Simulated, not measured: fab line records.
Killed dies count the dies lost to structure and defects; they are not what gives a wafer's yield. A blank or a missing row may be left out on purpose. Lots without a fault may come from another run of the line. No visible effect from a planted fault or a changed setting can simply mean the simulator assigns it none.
Split-lot trial + flow gf180mcu + 23 wafers read from 5 lots, route of 602 steps

ABOUT THE SPLIT
At GF_NWELL_IMPLANT_08, the setting doseCm2 was moved away from the recipe's 1.5e+13 on 7 of the 23 wafers read, by -17.3% to -10.6%. For the rest of the wafers, this setting stayed at what the recipe calls for.

FROM THE SPLIT TO THE READING: what the file shows between them, 2 steps
- GF_NWELL_IMPLANT_09
- GF_NWELL_STRIP_10: strips in O2/N2

THE READING
NWELL_TW, at GF_NWELL_TW_MEAS_11. A value of 1575 with a standard deviation of 11 is what fault-free wafers of this fab line usually give.

| wafer  | tool, chamber at the split | doseCm2 as run | against the recipe | NWELL_TW | against lot-mates on the recipe |
|--------|----------------------------|----------------|--------------------|----------|---------------------------------|
| L074.3 | implanter-03, 0            | 1.5e+13        | recipe             | 1566     | -                               |
| L074.4 | implanter-03, 0            | 1.5e+13        | recipe             | 1574     | -                               |
| L074.5 | implanter-03, 0            | 1.5e+13        | recipe             | 1565     | -                               |
| L079.1 | implanter-03, 0            | 1.257e+13      | -16.2%             | 1497     | -74                             |
| L079.3 | implanter-03, 0            | 1.257e+13      | -16.2%             | 1493     | -78                             |
| L079.4 | implanter-03, 0            | 1.5e+13        | recipe             | 1570     | -                               |
| L079.5 | implanter-03, 0            | 1.5e+13        | recipe             | 1570     | -                               |
| L079.6 | implanter-03, 0            | 1.5e+13        | recipe             | 1572     | -                               |
| L080.1 | implanter-03, 0            | 1.241e+13      | -17.3%             | 1501     | -84                             |
| L080.2 | implanter-03, 0            | 1.5e+13        | recipe             | 1585     | -                               |
| L080.3 | implanter-03, 0            | 1.241e+13      | -17.3%             | 1504     | -81                             |
| L080.5 | implanter-03, 0            | 1.5e+13        | recipe             | 1585     | -                               |
| L080.6 | implanter-03, 0            | 1.241e+13      | -17.3%             | 1501     | -84                             |
| L081.1 | implanter-03, 0            | 1.5e+13        | recipe             | 1571     | -                               |
| L081.3 | implanter-03, 0            | 1.5e+13        | recipe             | 1570     | -                               |
| L081.4 | implanter-03, 0            | 1.5e+13        | recipe             | 1569     | -                               |
| L081.5 | implanter-03, 0            | 1.5e+13        | recipe             | 1570     | -                               |
| L081.6 | implanter-03, 0            | 1.5e+13        | recipe             | 1558     | -                               |
| L082.2 | implanter-02, 0            | 1.5e+13        | recipe             | 1599     | -                               |
| L082.3 | implanter-02, 0            | 1.5e+13        | recipe             | 1593     | -                               |
| L082.4 | implanter-02, 0            | 1.341e+13      | -10.6%             | 1546     | -51                             |
| L082.5 | implanter-02, 0            | 1.341e+13      | -10.6%             | 1544     | -53                             |
| L082.6 | implanter-02, 0            | 1.5e+13        | recipe             | 1598     | -                               |

THE FIT
A straight line over all 23 wafers: NWELL_TW changes by +4.36 for each +1% of doseCm2; r = +0.94; the points scatter about the line by 12.
The same after taking each lot's own level away (the mean of its wafers on the recipe; 23 wafers): +4.77 for each +1%; r = +1.00; scatter 3.2.
That fit puts the effect of the largest move of doseCm2 on the reading at 82.
The lots' own levels span 1567.6 to 1596.7, that is 2.6 times the standard deviation above.
Hence the lot-to-lot level has little effect on the slope; both slopes agree.
Check: for one of the wafers moved furthest among these (-17.3%), held out of the fit, the line's prediction against its lot-mates is -82. It came out at -84 against them.

THE OTHER SPLITS THESE WAFERS WENT THROUGH
These wafers also went through other splits before the reading. Each is held against what the fit with the lots' levels taken away leaves over:
| other split on the same wafers | wafers away from the commonest value | r with NWELL_TW (lot level and that fit taken away) |
|--------------------------------|--------------------------------------|-----------------------------------------------------|
| GF_STI_CVD_03 timeS            | 18                                   | -0.12                                               |
| GF_STI_ETCH_13 overEtchFrac    | 11                                   | +0.23                                               |
| GF_STI_CVD_23 sih4FlowSccm     | 7                                    | +0.07                                               |
| GF_NWELL_EXPOSE_04 doseMj      | 9                                    | +0.06                                               |

THE FILE'S OWN FIT
NWELL_TW changes by +4.77 for each +1% of doseCm2, r = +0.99.
